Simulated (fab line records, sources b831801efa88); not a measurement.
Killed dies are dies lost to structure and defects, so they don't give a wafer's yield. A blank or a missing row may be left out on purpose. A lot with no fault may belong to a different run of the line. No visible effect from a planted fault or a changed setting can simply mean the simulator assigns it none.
Which tool was responsible? | flow sfqLine | 13 lots with 39 wafers sampled at 3 steps, on a route of 325 steps

== WHAT EACH GAUGE READ, for each wafer ==
No reading from a measuring or inspecting step in the record can be judged against a usual standard deviation.

== TOOL THAT RAN EACH LOT (tool first, then ch and the chambers of the sampled wafers, then the start) ==
lot  | SFQ_TRILAYER_I2_CMP_CMP_064   | SFQ_TRILAYER_I2_METRO_MEASURE_065 | SFQ_TRILAYER_I2_VIA_ETCH_VIA_ETCH_070
L463 | cmp-02 ch 0,1,2, day 24 12:09 | filmMetro-03, day 24 14:52        | rieDiel-04 ch 2,3, day 30 05:18
L464 | cmp-02 ch 1,2,3, day 25 00:06 | filmMetro-02, day 25 03:13        | rieDiel-04 ch 1,2,3, day 30 17:18
L465 | cmp-01 ch 0,3, day 27 10:05   | filmMetro-04, day 27 12:42        | rieDiel-04 ch 0,1,3, day 33 10:16
L466 | cmp-01 ch 0,1,2, day 27 13:05 | filmMetro-03, day 27 15:42        | rieDiel-03 ch 0,2,3, day 33 13:52
L468 | cmp-01 ch 0,1, day 27 16:05   | filmMetro-04, day 27 19:06        | rieDiel-04 ch 0,1,3, day 33 19:52
L470 | cmp-01 ch 1,2,3, day 33 13:43 | filmMetro-02, day 33 15:20        | rieDiel-02 ch 1,2, day 39 12:38
L474 | cmp-01 ch 0,2,3, day 35 10:19 | filmMetro-02, day 35 12:38        | rieDiel-04 ch 1,2,3, day 41 12:59
L476 | cmp-02 ch 0,1, day 36 03:14   | filmMetro-03, day 36 05:52        | rieDiel-03 ch 0,3, day 42 02:11
L480 | cmp-02 ch 0,1, day 37 11:31   | filmMetro-04, day 37 14:38        | rieDiel-03 ch 1,3, day 43 14:20
L483 | cmp-02 ch 1,2, day 38 09:44   | filmMetro-04, day 38 12:52        | rieDiel-04 ch 1,2, day 44 14:28
L484 | cmp-02 ch 0,1,3, day 38 21:42 | filmMetro-02, day 39 01:01        | rieDiel-02 ch 0,1,2, day 45 01:16
L485 | cmp-02 ch 1,2,3, day 39 11:04 | filmMetro-04, day 39 14:23        | rieDiel-04 ch 1,3, day 45 12:04
L486 | cmp-02 ch 0,1, day 39 20:04   | filmMetro-04, day 39 23:11        | rieDiel-02 ch 0,1, day 45 19:16
- SFQ_TRILAYER_I2_CMP_CMP_064: polishes SiO2.
- SFQ_TRILAYER_I2_METRO_MEASURE_065
- SFQ_TRILAYER_I2_VIA_ETCH_VIA_ETCH_070: etches SiO2 in CHF3, stops on Nb, target depth 260 nm.

== WHAT THE TOOLS THEMSELVES READ (means of the sampled wafers that have a number; where no wafer has one, the mark that the record gives instead) ==
SFQ_TRILAYER_I2_CMP_CMP_064. Usual: motorCurrentA 10.1 A, standard deviation 1; slurryFlowMlMin 150.1, standard deviation 0.48; timeToEndpointS 216 s, standard deviation 6.8.
lot  | tool   | motorCurrentA (A) | slurryFlowMlMin | timeToEndpointS (s) | flag
L463 | cmp-02 | 10.4              | 150.4           | 220                 | 
L464 | cmp-02 | 10.8              | 150.5           | 206                 | 
L465 | cmp-01 | 10.0              | 149.5           | 219                 | 
L466 | cmp-01 | 9.3               | 150.0           | 205                 | 
L468 | cmp-01 | 9.2               | 149.8           | 223                 | 
L470 | cmp-01 | 9.0               | 149.8           | 222                 | 
L474 | cmp-01 | 9.7               | 150.2           | 225                 | 
L476 | cmp-02 | 10.2              | 150.2           | 219                 | 
L480 | cmp-02 | 9.8               | 149.6           | 215                 | 
L483 | cmp-02 | 11.0              | 150.5           | 223                 | 
L484 | cmp-02 | 9.8               | 150.3           | 216                 | 
L485 | cmp-02 | 11.1              | 150.5           | 211                 | 
L486 | cmp-02 | 10.0              | 150.2           | 215                 | 

SFQ_TRILAYER_I2_METRO_MEASURE_065. Usual: 199.7 nm for thkNm, sd 1.
lot  | tool         | thkNm (nm) | flag
L463 | filmMetro-03 | 198.2      | 
L464 | filmMetro-02 | 199.9      | 
L465 | filmMetro-04 | 200.4      | 
L466 | filmMetro-03 | 199.5      | 
L468 | filmMetro-04 | 200.0      | 
L470 | filmMetro-02 | 200.4      | 
L474 | filmMetro-02 | 181.9      | OFF
L476 | filmMetro-03 | 199.7      | 
L480 | filmMetro-04 | 200.1      | 
L483 | filmMetro-04 | 200.0      | 
L484 | filmMetro-02 | 199.5      | 
L485 | filmMetro-04 | 199.3      | 
L486 | filmMetro-04 | 200.9      | 

SFQ_TRILAYER_I2_VIA_ETCH_VIA_ETCH_070. Usual: drypumpMotorCurrentA 5.6 A, standard deviation 0.6; oesProductAu 0.853 a.u., standard deviation 0.005.
lot  | tool       | drypumpMotorCurrentA (A) | oesProductAu (a.u.) | flag
L463 | rieDiel-04 | 5.7                      | 0.851               | 
L464 | rieDiel-04 | 5.4                      | 0.853               | 
L465 | rieDiel-04 | 5.3                      | 0.853               | 
L466 | rieDiel-03 | 6.1                      | 0.855               | 
L468 | rieDiel-04 | 5.3                      | 0.857               | 
L470 | rieDiel-02 | 5.8                      | 0.854               | 
L474 | rieDiel-04 | 5.3                      | 0.811               | OFF
L476 | rieDiel-03 | 5.9                      | 0.852               | 
L480 | rieDiel-03 | 6.1                      | 0.854               | 
L483 | rieDiel-04 | 5.0                      | 0.849               | 
L484 | rieDiel-02 | 5.7                      | 0.854               | 
L485 | rieDiel-04 | 5.7                      | 0.850               | 
L486 | rieDiel-02 | 5.6                      | 0.853               | 

== THE ANSWER, worked out from the rows above alone ==
Rule: take the mean of a lot's wafers that have a number; if it is more than 3 standard deviations from the usual mean, the lot is off. A lot without any number at a reading at which 4 lots or more have one is off too. All remaining lots with rows at the step are treated as sound. After the gauges, taken in route order, come the tools' own readings; for these a lot's mean is taken, as printed above. At the first step where some lot is off, the reading lying furthest off is the one used; lots without a number count as furthest.
Off, at SFQ_TRILAYER_I2_METRO_MEASURE_065 on thkNm: L474.
If a tool, at that step or one of the process steps before it, ran each lot that is off and ran no sound lot following the first of them, it fits. One fits: SFQ_TRILAYER_I2_CMP_CMP_064 on cmp-01. Its last sound lot is L470 (day 33 13:43), its first lot that is off L474 (day 35 10:19): a fault that began between those two fits.

== WHAT THE SIMULATOR HAD PUT IN ==
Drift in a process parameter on cmp-01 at SFQ_TRILAYER_I2_CMP_CMP_064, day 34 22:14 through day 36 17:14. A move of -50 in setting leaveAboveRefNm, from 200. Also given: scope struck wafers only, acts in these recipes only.
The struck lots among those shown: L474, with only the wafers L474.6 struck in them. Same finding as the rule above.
